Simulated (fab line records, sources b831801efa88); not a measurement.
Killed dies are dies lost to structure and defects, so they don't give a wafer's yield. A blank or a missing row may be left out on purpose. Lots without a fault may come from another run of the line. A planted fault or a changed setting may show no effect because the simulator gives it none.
fab line records | flow sky130
record lots=6 wafers=18 last_day=49
route steps=708 shown VIA1@470 METAL2@483 PAD_OPEN@708
lots that met no fault: from a run of the same line without faults
start_h: hours from the record's first day to the start of the lot's first wafer shown | wait_h: hours since the lot's step before | " the same as in the row above | L1.1+2: a row that stands for several wafers | - no value, or no start given | * or withheld: withheld | < > ~ a bound
route shown NAME@n: a module of which the file shows steps, and the number in the route of the first | usual: mean/standard deviation of fault-free wafers | same: alike in all rows | chamber/n: place in a boat | sites: the reading at each site | _std_site: their standard deviation | _edge_site: outer sites' mean less inner sites' | radius_mm: how far each site lies from the wafer's centre | mask NAME#n: copy n | behind: the tool/chamber that last shaped the wafer | hold: why the lot was held/for how many hours/how that ended | device: the transistor (n, p or np) that didn't switch | end of line: the same wafers' tests at the end of the route | a step without rows: its recipe alone | killed: dies lost to structure and defects at the first sort, not the wafer's yield | map: a wafer's dies, x killed, . not, _ none there
set.NAME: the setting as run; set.NAME@STEP: as run at that earlier step | model.NAME: the simulator's own value behind a step, which no gauge read
lots at some steps of the route; a table a step, a row a wafer
services: from which hour (start_h, from the record's first day; less than 0 if before it) a tool's chamber was out of use, for how many hours, and why
## steps
# step SKY_VIA1_CD_MEAS_12
# recipe target_cd_nm=150
# usual cd_nm=149.1/1.8
# columns lot.wafer tool chamber start_h wait_h cd_nm
L927.3 cd_sem-01 - 827.79 - 148.1
L927.5 " - " " 148.0
L927.6 " - " " 147.3
L930.1 cd_sem-01 - 907.36 - 148.8
L930.5 " - " " 150.6
L930.6 " - " " 149.9
L933.2 cd_sem-01 - 908.33 - 150.6
L933.3 " - " " 149.9
L933.6 " - " " 148.5
L938.1 cd_sem-01 - 915.60 - 150.8
L938.2 " - " " 151.3
L938.5 " - " " 150.6
L939.3 cd_sem-01 - 917.24 - 147.2
L939.4 " - " " 148.1
L939.6 " - " " 148.5
L940.2 cd_sem-02 - 918.43 - 152.1
L940.3 " - " " 150.9
L940.6 " - " " 152.7
# step SKY_VIA1_OVL_MEAS_13
# usual VIA1_OVL=1/4.8
# columns lot.wafer tool chamber start_h wait_h VIA1_OVL[nm]
L927.3 overlay-02 - 827.89 0.1 0
L927.5 " - " " -6
L927.6 " - " " -3
L930.1 overlay-01 - 907.48 0.1 4
L930.5 " - " " 5
L930.6 " - " " 2
L933.2 overlay-01 - 908.44 0.1 7
L933.3 " - " " 5
L933.6 " - " " 8
L938.1 overlay-02 - 915.72 0.1 5
L938.2 " - " " 4
L938.5 " - " " 9
L939.3 overlay-01 - 917.33 0.1 -3
L939.4 " - " " -4
L939.6 " - " " -2
L940.2 overlay-01 - 918.54 0.1 6
L940.3 " - " " 4
L940.6 " - " " 10
# step SKY_VIA1_ETCH_14
# recipe chemistry=N2/H2 target=BARC ion_energy_ev=200 source_w=500 bias_w=100 pressure_mtorr=30 n2_flow_sccm=100 h2_flow_sccm=200 stop_on=SiO2 time_s=45.9 target_depth_a=600
# step SKY_VIA1_ETCH_15
# recipe target=SiO2 chemistry=C4F8/O2/Ar target_depth_nm=351 stop_on=TiN mask_material=KrF-thick source_w=1500 bias_w=1200 pressure_mtorr=40 c4f8_flow_sccm=withheld O2_flow_sccm=6 Ar_flow_sccm=300 time_s=54
# step SKY_VIA1_STRIP_16
# recipe chemistry=O2/N2 power_w=1400 pressure_mtorr=1500 platen_temp_c=withheld o2_flow_sccm=3000 n2_flow_sccm=300 overash_fraction=0.5
# step SKY_VIA1_STRIP_17
# recipe chemistry=post_etch_residue_remover time_s=1200 temp_c=72.5
# step SKY_VIA1_CLEAN_18
# recipe chemistry=IPA time_s=180 temp_c=25
# step SKY_VIA1_CLEAN_19
# recipe chemistry=O3/DIW dry=n2_spin
# step SKY_VIA1_SPUTTER_20
# recipe material=TiN target_thk_nm=20 chamber_pressure_pa=5 power_w=4000 time_s=80
# usual throttle_valve_pct=30.4/1.1
# columns lot.wafer tool chamber start_h wait_h throttle_valve_pct
L927.3 pvd_sputter-02 - 828.64 0.0 30.8
L927.5 " - " " 30.9
L927.6 " - " " 29.2
L930.1 pvd_sputter-02 - 908.21 0.0 29.8
L930.5 " - " " 29.2
L930.6 " - " " 31.2
L933.2 pvd_sputter-03 - 909.18 0.0 31.1
L933.3 " - " " 31.5
L933.6 " - " " 32.0
L938.1 pvd_sputter-02 - 916.45 0.0 29.8
L938.2 " - " " 31.1
L938.5 " - " " 29.7
L939.3 pvd_sputter-03 - 918.04 0.0 31.5
L939.4 " - " " 31.6
L939.6 " - " " 31.3
L940.2 pvd_sputter-02 - 919.25 0.0 30.9
L940.3 " - " " 29.7
L940.6 " - " " 30.9
# step SKY_VIA1_CVD_21
# recipe material=W target_thk_nm=270 time_s=80.902 temp_c=400 pressure_torr=40
# step SKY_VIA1_RS_MEAS_22
# recipe thk_meas_gauge=four-point-probe reads=W_of_VIA1_CVD_21+TiN_of_VIA1_SPUTTER_20
# usual VIA1_W_RS=0.424/0.0043
# columns lot.wafer tool chamber start_h wait_h VIA1_W_RS[ohm/sq]
L927.3 film_metro-02 - 828.83 0.1 0.421
L927.5 " - " " 0.426
L927.6 " - " " 0.424
L930.1 film_metro-03 - 909.71 0.1 0.426
L930.5 " - " " 0.430
L930.6 " - " " 0.422
L933.2 film_metro-04 - 909.85 0.1 0.427
L933.3 " - " " 0.428
L933.6 " - " " 0.429
L938.1 film_metro-04 - 916.60 0.1 0.428
L938.2 " - " " 0.418
L938.5 " - " " 0.425
L939.3 film_metro-03 - 918.24 0.1 0.426
L939.4 " - " " 0.421
L939.6 " - " " 0.423
L940.2 film_metro-04 - 919.42 0.1 0.427
L940.3 " - " " 0.423
L940.6 " - " " 0.431
# step SKY_VIA1_THK_MEAS_23
# recipe thk_meas_gauge=xrf reads=W_of_VIA1_CVD_21
# usual VIA1_W_THK=268/3.4
# columns lot.wafer tool chamber start_h wait_h VIA1_W_THK[nm]
L927.3 film_metro-02 - 828.93 0.1 272
L927.5 " - " " 271
L927.6 " - " " 272
L930.1 film_metro-03 - 909.83 0.1 268
L930.5 " - " " 265
L930.6 " - " " 268
L933.2 film_metro-04 - 909.96 0.1 267
L933.3 " - " " 267
L933.6 " - " " 266
L938.1 film_metro-04 - 916.72 0.1 265
L938.2 " - " " 271
L938.5 " - " " 267
L939.3 film_metro-03 - 918.34 0.1 265
L939.4 " - " " 268
L939.6 " - " " 265
L940.2 film_metro-04 - 919.53 0.1 266
L940.3 " - " " 270
L940.6 " - " " 264
# step SKY_VIA1_CMP_24
# recipe stop_on=SiO2 t_overpolish_s=15 down_force_psi=3.5 platen_rpm=60 target_thk_nm=0 pad_velocity_m_s=0.94248
# usual motor_current_A=10.9/1 overpolish_run_s=14.999/0.0084 platen_rpm=60.00/0.046 time_to_endpoint_s=65/4.3
# columns lot.wafer tool chamber start_h wait_h motor_current_A overpolish_run_s platen_rpm time_to_endpoint_s model.SiO2_of_VIA1_HDPCVD_00.thk_nm
L927.3 cmp-02 0 829.11 0.2 9.6 14.999 60.04 69 340.1
L927.5 " 2 " " 10.9 14.995 59.98 58 342.3
L927.6 " 3 " " 11.0 14.999 60.05 66 342
L933.2 cmp-01 2 910.31 0.3 13.1 14.997 60.02 64 340.5
L933.3 " 1 " " 10.3 14.998 60.00 68 341.8
L933.6 " 2 " " 13.0 15.004 59.92 62 340.7
L930.1 cmp-02 3 910.44 0.6 11.8 14.996 59.92 69 340.4
L930.5 " 0 " " 10.0 14.994 59.98 71 341
L930.6 " 1 " " 10.0 15.003 60.03 61 340.9
L938.2 cmp-02 1 916.78 0.0 10.4 15.013 60.08 59 339.9
L938.1 " 0 " " 10.0 15.001 60.01 70 340.2
L938.5 " 1 " " 10.1 15.008 60.03 58 340.3
L939.3 cmp-02 3 918.38 0.0 11.6 15.018 60.00 72 342.2
L939.4 " 2 " " 11.3 15.011 60.03 35 337.1
L939.6 " 3 " " 11.9 14.999 60.00 71 339
L940.2 cmp-02 2 919.58 0.0 10.7 15.000 59.97 31 340.5
L940.3 " 0 " " 10.4 15.010 60.02 71 343.1
L940.6 " 3 " " 11.1 15.026 59.94 70 340.5
# step SKY_METAL2_SPUTTER_00
# recipe material=Ti target_thk_nm=15 power_w=3000 time_s=10 chamber_pressure_pa=0.4
# usual throttle_valve_pct=29.9/1.1
# columns lot.wafer tool chamber start_h wait_h throttle_valve_pct
L927.3 pvd_sputter-04 - 829.31 0.1 30.8
L927.5 " - " " 29.6
L927.6 " - " " 30.8
L930.1 pvd_sputter-01 - 910.59 0.1 29.0
L930.5 " - " " 29.0
L930.6 " - " " 28.8
L933.2 pvd_sputter-04 - 910.61 0.2 30.6
L933.3 " - " " 30.0
L933.6 " - " " 29.8
L938.1 pvd_sputter-04 - 917.08 0.1 30.1
L938.2 " - " " 29.5
L938.5 " - " " 30.1
L939.3 pvd_sputter-01 - 918.68 0.2 28.9
L939.4 " - " " 28.9
L939.6 " - " " 28.6
L940.2 pvd_sputter-04 - 919.88 0.2 29.9
L940.3 " - " " 28.7
L940.6 " - " " 30.0
# step SKY_METAL2_SPUTTER_01
# recipe material=TiN target_thk_nm=20 power_w=6500 time_s=16.7 chamber_pressure_pa=0.4
# step SKY_METAL2_SPUTTER_02
# recipe material=AlCu target_thk_nm=250 power_w=10600 time_s=13.3 chamber_pressure_pa=0.4
# step SKY_METAL2_SPUTTER_03
# recipe material=Ti target_thk_nm=5 power_w=3000 time_s=3.3 chamber_pressure_pa=0.4
# usual throttle_valve_pct=29.9/1.1
# columns lot.wafer tool chamber start_h wait_h throttle_valve_pct
L927.3 pvd_sputter-04 - 829.39 0.0 30.7
L927.5 " - " " 30.1
L927.6 " - " " 30.7
L930.1 pvd_sputter-01 - 910.67 0.0 28.4
L930.5 " - " " 28.8
L930.6 " - " " 28.5
L933.2 pvd_sputter-04 - 910.68 0.0 30.5
L933.3 " - " " 30.2
L933.6 " - " " 29.8
L938.1 pvd_sputter-04 - 917.15 0.0 30.0
L938.2 " - " " 29.9
L938.5 " - " " 29.8
L939.3 pvd_sputter-01 - 918.75 0.0 29.0
L939.4 " - " " 28.6
L939.6 " - " " 28.6
L940.2 pvd_sputter-04 - 919.96 0.0 29.9
L940.3 " - " " 28.9
L940.6 " - " " 30.2
# step SKY_METAL2_SPUTTER_04
# recipe material=TiN target_thk_nm=70 power_w=6500 time_s=58.3 chamber_pressure_pa=0.4
# usual throttle_valve_pct=29.9/1.1
# columns lot.wafer tool chamber start_h wait_h throttle_valve_pct
L927.3 pvd_sputter-04 - 829.40 0.0 30.7
L927.5 " - " " 30.2
L927.6 " - " " 30.3
L930.1 pvd_sputter-01 - 910.69 0.0 28.6
L930.5 " - " " 28.8
L930.6 " - " " 28.6
L933.2 pvd_sputter-04 - 910.70 0.0 30.7
L933.3 " - " " 29.9
L933.6 " - " " 29.7
L938.1 pvd_sputter-04 - 917.17 0.0 30.2
L938.2 " - " " 29.8
L938.5 " - " " 29.9
L939.3 pvd_sputter-01 - 918.77 0.0 28.4
L939.4 " - " " 28.7
L939.6 " - " " 28.8
L940.2 pvd_sputter-04 - 919.98 0.0 29.9
L940.3 " - " " 29.0
L940.6 " - " " 30.0
# step SKY_METAL2_RS_MEAS_05
# recipe thk_meas_gauge=four-point-probe reads=TiN_of_METAL2_SPUTTER_04+Ti_of_METAL2_SPUTTER_03+AlCu_of_METAL2_SPUTTER_02+TiN_of_METAL2_SPUTTER_01+Ti_of_METAL2_SPUTTER_00
# usual METAL2_ALCU_RS=0.1274/0.0014
# columns lot.wafer tool chamber start_h wait_h METAL2_ALCU_RS[ohm/sq]
L927.3 film_metro-02 - 829.49 0.1 0.1276
L927.5 " - " " 0.1275
L927.6 " - " " 0.1274
L930.1 film_metro-01 - 910.73 0.0 0.1270
L930.5 " - " " 0.1273
L930.6 " - " " 0.1269
L933.2 film_metro-02 - 910.77 0.0 0.1283
L933.3 " - " " 0.1289
L933.6 " - " " 0.1260
L938.1 film_metro-04 - 917.22 0.0 0.1272
L938.2 " - " " 0.1258
L938.5 " - " " 0.1250
L939.3 film_metro-04 - 918.86 0.1 0.1278
L939.4 " - " " 0.1255
L939.6 " - " " 0.1273
L940.2 film_metro-04 - 920.04 0.0 0.1250
L940.3 " - " " 0.1257
L940.6 " - " " 0.1277
# step SKY_METAL2_THK_MEAS_06
# recipe thk_meas_gauge=xrf reads=AlCu_of_METAL2_SPUTTER_02
# usual METAL2_ALCU_THK=244/3.2
# columns lot.wafer tool chamber start_h wait_h METAL2_ALCU_THK[nm]
L927.3 film_metro-02 - 829.59 0.1 244
L927.5 " - " " 245
L927.6 " - " " 244
L930.1 film_metro-01 - 910.85 0.1 243
L930.5 " - " " 242
L930.6 " - " " 242
L933.2 film_metro-02 - 910.88 0.1 243
L933.3 " - " " 242
L933.6 " - " " 248
L938.1 film_metro-04 - 917.34 0.1 245
L938.2 " - " " 249
L938.5 " - " " 250
L939.3 film_metro-04 - 918.96 0.1 243
L939.4 " - " " 246
L939.6 " - " " 245
L940.2 film_metro-04 - 920.15 0.1 249
L940.3 " - " " 248
L940.6 " - " " 245
# step SKY_METAL2_DEHYDRATE_07
# recipe temp_c=200 time_s=60
# step SKY_METAL2_HMDS_08
# recipe prime_time_s=60 prime_temp_c=120
# step SKY_METAL2_COAT_09
# recipe resist=BARC temp_c=withheld time_s=withheld spin_rpm=3000 resist_thk_nm=60
# step SKY_METAL2_COAT_10
# recipe resist=KrF-thick spin_rpm=3000 resist_thk_nm=450
# step SKY_METAL2_SOFTBAKE_11
# recipe temp_c=100 time_s=90 resist=KrF-thick
# step SKY_METAL2_EXPOSE_12
# recipe mask_id=MM2 na=0.8 source_shape=annular sigma_inner=0.55 sigma_outer=0.85 target_cd_nm=140 dose_mj=28
# step SKY_METAL2_PEB_13
# recipe peb_temp_c=withheld peb_time_s=withheld resist=KrF-thick
# step SKY_METAL2_DEVELOP_14
# recipe develop_time_s=60 resist=KrF-thick dev_temp_c=21
# step SKY_METAL2_CD_MEAS_15
# recipe target_cd_nm=140
# usual cd_nm=140.1/1.2
# columns lot.wafer tool chamber start_h wait_h cd_nm
L927.3 cd_sem-01 - 855.43 - 139.7
L927.5 " - " " 140.2
L927.6 " - " " 138.0
L930.1 cd_sem-02 - 935.10 - 139.4
L930.5 " - " " 139.4
L930.6 " - " " 139.7
L933.2 cd_sem-01 - 935.21 - 140.4
L933.3 " - " " 140.4
L933.6 " - " " 141.4
L938.1 cd_sem-01 - 941.26 - 139.8
L938.2 " - " " 139.3
L938.5 " - " " 138.9
L939.3 cd_sem-01 - 943.29 - 140.5
L939.4 " - " " 140.5
L939.6 " - " " 138.8
L940.2 cd_sem-02 - 944.27 - 141.1
L940.3 " - " " 140.7
L940.6 " - " " 140.8
# step SKY_METAL2_OVL_MEAS_16
# usual METAL2_OVL=-5/5.3
# columns lot.wafer tool chamber start_h wait_h METAL2_OVL[nm]
L927.3 overlay-02 - 855.52 0.1 -11
L927.5 " - " " -10
L927.6 " - " " -15
L930.1 overlay-02 - 935.22 0.1 1
L930.5 " - " " -10
L930.6 " - " " -1
L933.2 overlay-01 - 935.32 0.1 -4
L933.3 " - " " -3
L933.6 " - " " -6
L938.1 overlay-01 - 941.38 0.1 -13
L938.2 " - " " -14
L938.5 " - " " -6
L939.3 overlay-01 - 943.38 0.1 -5
L939.4 " - " " 4
L939.6 " - " " -1
L940.2 overlay-02 - 944.38 0.1 1
L940.3 " - " " 3
L940.6 " - " " 0
# step SKY_METAL2_DESCUM_17
# recipe chemistry=O2 source_power_w=150 bias_power_w=0 pressure_mtorr=10 temp_c=40 time_s=8
# step SKY_METAL2_ETCH_18
# recipe chemistry=N2/H2 target=BARC ion_energy_ev=200 bias_w=100 pressure_mtorr=30 n2_flow_sccm=100 h2_flow_sccm=200 icp_w=500 stop_on=SiO2 time_s=45.9 target_depth_a=600
# usual drypump_motor_current_A=5.8/0.43 h2_flow_sccm=200.1/0.59 n2_flow_sccm=100.02/0.29 oes_product_au=0.855/0.0048 throttle_valve_pct=13.225/0.0084
# columns lot.wafer tool chamber start_h wait_h drypump_motor_current_A h2_flow_sccm n2_flow_sccm oes_product_au rf_hours_counter_h throttle_valve_pct
L927.3 rie_metal-03 0 855.60 0.0 6.3 199.0 99.74 0.860 - 13.237
L927.5 " 0 " " 6.3 198.6 100.31 0.853 - 13.221
L927.6 " 1 " " 5.6 199.6 100.06 0.854 - 13.219
L930.1 rie_metal-04 0 935.29 0.0 5.9 199.8 99.67 0.850 10 13.216
L930.5 " 1 " " 5.3 201.0 99.74 0.863 - 13.227
L930.6 " 0 " " 5.9 199.3 100.08 0.860 - 13.228
L933.2 rie_metal-03 1 935.38 0.0 5.6 201.0 100.37 0.860 2 13.219
L933.3 " 0 " " 6.3 199.5 99.98 0.855 - 13.212
L933.6 " 0 " " 6.3 199.3 99.58 0.846 - 13.207
L938.1 rie_metal-02 0 941.45 0.0 6.5 200.6 100.14 0.862 10 13.215
L938.2 " 1 " " 5.3 200.1 100.52 0.860 7 13.239
L938.5 " 0 " " 6.5 200.0 100.27 0.864 - 13.232
L939.3 rie_metal-02 0 943.46 0.0 6.5 199.9 100.16 0.855 - 13.225
L939.4 " 1 " " 5.3 199.7 100.59 0.855 - 13.232
L939.6 " 0 " " 6.5 200.0 100.05 0.850 - 13.217
L940.2 rie_metal-03 1 944.49 0.1 5.6 200.5 99.72 0.848 - 13.227
L940.3 " 1 " " 5.6 200.3 99.97 0.851 - 13.229
L940.6 " 1 " " 5.6 200.5 100.13 0.857 - 13.237
# step SKY_METAL2_METAL_ETCH_19
# recipe target_depth_a=3600 stop_on=SiO2 over_etch_frac=0.3 time_s=78 chemistry=Cl2/BCl3 resist_sidewall_deg=88 pressure_mtorr=10 icp_w=900 bias_w=48.5 Cl2_flow_sccm=60 bcl3_flow_sccm=30
# usual drypump_motor_current_A=5.8/0.43 oes_product_au=0.854/0.0062 throttle_valve_pct=22.264/0.01
# columns lot.wafer tool chamber start_h wait_h drypump_motor_current_A oes_product_au rf_hours_counter_h throttle_valve_pct model.SiO2_of_VIA1_HDPCVD_00.thk_nm
L927.3 rie_metal-03 0 855.67 0.1 6.3 0.847 - 22.267 329.5
L927.5 " 0 " " 6.3 0.848 - 22.255 331.5
L927.6 " 1 " " 5.6 0.865 - 22.260 331.1
L930.1 rie_metal-04 0 935.35 0.0 5.8 0.855 10 22.269 329.4
L930.5 " 1 " " 5.2 0.852 - 22.270 330.1
L930.6 " 0 " " 5.8 0.852 - 22.254 330
L933.2 rie_metal-03 1 935.44 0.0 5.6 0.855 2 22.258 329.9
L933.3 " 0 " " 6.2 0.860 - 22.256 330.8
L933.6 " 0 " " 6.3 0.851 - 22.256 329.7
L938.1 rie_metal-02 0 941.51 0.0 6.5 0.848 10 22.259 329.5
L938.2 " 1 " " 5.3 0.858 7 22.248 328.5
L938.5 " 0 " " 6.5 0.858 - 22.263 329.4
L939.3 rie_metal-02 0 943.53 0.1 6.5 0.854 - 22.264 331.3
L939.4 " 1 " " 5.3 0.857 - 22.259 325.8
L939.6 " 0 " " 6.5 0.860 - 22.267 328.3
L940.2 rie_metal-03 1 944.63 0.1 5.6 0.850 - 22.276 329.9
L940.3 " 1 " " 5.6 0.858 - 22.264 332.6
L940.6 " 1 " " 5.7 0.848 - 22.280 330
# step SKY_METAL2_STRIP_20
# recipe chemistry=O2/N2 power_w=1400 pressure_mtorr=1500 platen_temp_c=withheld o2_flow_sccm=3000 n2_flow_sccm=300 overash_fraction=0.5
# step SKY_PAD_OPEN_PROBE_99
# usual defect_limited_yield=82.8/2 killed_at_M0_to_M3=42/7.3 killed_at_M4_up=3.4/2 killed_at_contacts=24/5.8 killed_at_front_end=15/4.6 killed_at_other=0.3/0.62 killed_dies=84/9.8 killed_open=47/6.9 killed_short=38/6.3 sort_bin_3_pad_short=0.8/0.38 sort_bin_5_function=10.2/1.5 sort_bin_6_memory=6.2/1.1 sort_n_pass=408/9.8 sort_yield_pct=82.8/2
# same gross_dies=492 killed_at_back_side=0 sort_bin_4_leakage[%]=0 sort_bin_8_speed[%]=0
# columns lot.wafer tool chamber start_h wait_h defect_limited_yield[%] killed_at_M0_to_M3 killed_at_M4_up killed_at_contacts killed_at_front_end killed_at_other killed_dies killed_open killed_short sort_bin_3_pad_short[%] sort_bin_5_function[%] sort_bin_6_memory[%] sort_n_pass sort_yield_pct[%]
L940.2 prober-01 - 1172.62 0.1 83.3 40 3 27 11 1 82 45 37 0.8 11.0 4.9 410 83.3
L940.3 prober-01 - 1172.67 0.2 80.9 35 7 36 16 0 94 51 43 0.6 12.2 6.3 398 80.9
L940.6 prober-01 - 1172.82 0.2 86.6 30 3 20 13 0 66 33 33 0.8 6.7 5.9 426 86.6
L939.3 prober-02 - 1176.01 0.2 81.7 54 2 25 9 0 90 48 42 1.4 10.2 6.7 402 81.7
L939.4 prober-02 - 1176.06 0.2 80.9 52 2 28 12 0 94 49 45 1.0 12.2 5.9 398 80.9
L939.6 prober-02 - 1176.16 0.2 82.1 41 4 23 20 0 88 46 42 0.2 10.6 7.1 404 82.1
# killed by level:class
L940.2 VIA1:geometric_particle:open=10 CONTACT:geometric_particle:open=9 LI_CONTACT:geometric_particle:open=7 VIA3:geometric_particle:open=7 METAL1:geometric_particle:short=5 LOCAL_INTERCONNECT:geometric_particle:short=4 CONTACT:geometric_particle:short=4 VIA1:geometric_particle:short=4
L940.3 CONTACT:geometric_particle:open=11 LI_CONTACT:geometric_particle:open=9 CONTACT:geometric_particle:short=6 VIA3:geometric_particle:open=6 VIA1:geometric_particle:open=6 POLY_GATE:geometric_particle:short=5 LOCAL_INTERCONNECT:geometric_particle:short=5 METAL2:geometric_particle:short=5
L940.6 CONTACT:geometric_particle:open=8 METAL2:geometric_particle:short=8 FIELD_ISO:geometric_particle:short=7 VIA1:geometric_particle:open=6 VIA2:geometric_particle:open=6 METAL1:geometric_particle:short=4 LI_CONTACT:geometric_particle:open=4 CONTACT:geometric_particle:short=4
L939.3 VIA1:geometric_particle:open=14 CONTACT:geometric_particle:open=9 LI_CONTACT:geometric_particle:open=8 VIA2:geometric_particle:open=8 METAL1:geometric_particle:short=7 VIA1:geometric_particle:short=6 VIA3:geometric_particle:open=6 LOCAL_INTERCONNECT:geometric_particle:short=5
L939.4 VIA1:geometric_particle:open=14 CONTACT:geometric_particle:open=8 METAL2:geometric_particle:short=8 VIA1:geometric_particle:short=8 LI_CONTACT:geometric_particle:open=7 VIA2:geometric_particle:open=7 CONTACT:geometric_particle:short=6 LOCAL_INTERCONNECT:geometric_particle:short=5
L939.6 CONTACT:geometric_particle:open=9 VIA1:geometric_particle:open=9 VIA3:geometric_particle:open=9 VIA2:geometric_particle:open=7 POLY_GATE:geometric_particle:short=6 LI_CONTACT:geometric_particle:open=6 METAL1:geometric_particle:short=5 FIELD_ISO:geometric_particle:short=4
## services
# columns tool chamber start_h hours kind
pvd_sputter-04 0 805.62 - consumable_replace:kit
pvd_sputter-04 0 805.62 18.0 scheduled_down
pvd_sputter-04 0 805.62 18.0 vent_cycle
pvd_sputter-02 - 829.06 0.9 repair
cmp-01 - 831.85 10.3 pm
rie_metal-02 0 842.74 2.6 repair
pvd_sputter-03 2 843.27 - consumable_replace:kit
pvd_sputter-03 2 843.27 18.0 scheduled_down
pvd_sputter-03 2 843.27 18.0 vent_cycle
rie_metal-02 - 844.66 14.6 pm
pvd_sputter-03 - 846.38 2.2 repair
cmp-02 - 847.73 0.8 repair
rie_metal-02 0 866.58 8.9 repair
rie_metal-04 1 870.82 19.7 repair
rie_metal-03 1 873.21 - clean
rie_metal-03 1 873.21 20.8 scheduled_down
rie_metal-03 1 873.21 20.8 vent_cycle
pvd_sputter-02 1 911.35 - consumable_replace:kit
pvd_sputter-02 1 911.35 18.0 scheduled_down
pvd_sputter-02 1 911.35 18.0 vent_cycle
cmp-01 - 912.01 4.0 pm
cmp-01 - 916.01 - consumable_replace:conditioner
cmp-01 - 916.01 - consumable_replace:pad
rie_metal-03 0 938.67 11.0 repair
## key
first_sign step=SKY_VIA1_CMP_24 reading=time_to_endpoint_s direction=down sigmas=7.4 usual=* struck=*
effect none on later readings
model_effect step=SKY_VIA1_CMP_24 value=SiO2_of_VIA1_HDPCVD_00.thk_nm without=341.4 struck=338.8
model_effect step=SKY_METAL2_METAL_ETCH_19 value=SiO2_of_VIA1_HDPCVD_00.thk_nm without=330.4 struck=327.8
met_at SKY_VIA1_CMP_24
struck_wafers L939.4,L940.2
onset_between 916.78 918.38
fault kind=process_parameter_drift tool=cmp-02 chamber=- onset_h=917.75 steps=SKY_VIA1_CMP_24 channel=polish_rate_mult offset=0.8 shape=step end_h=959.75 scope=struck_wafers_only
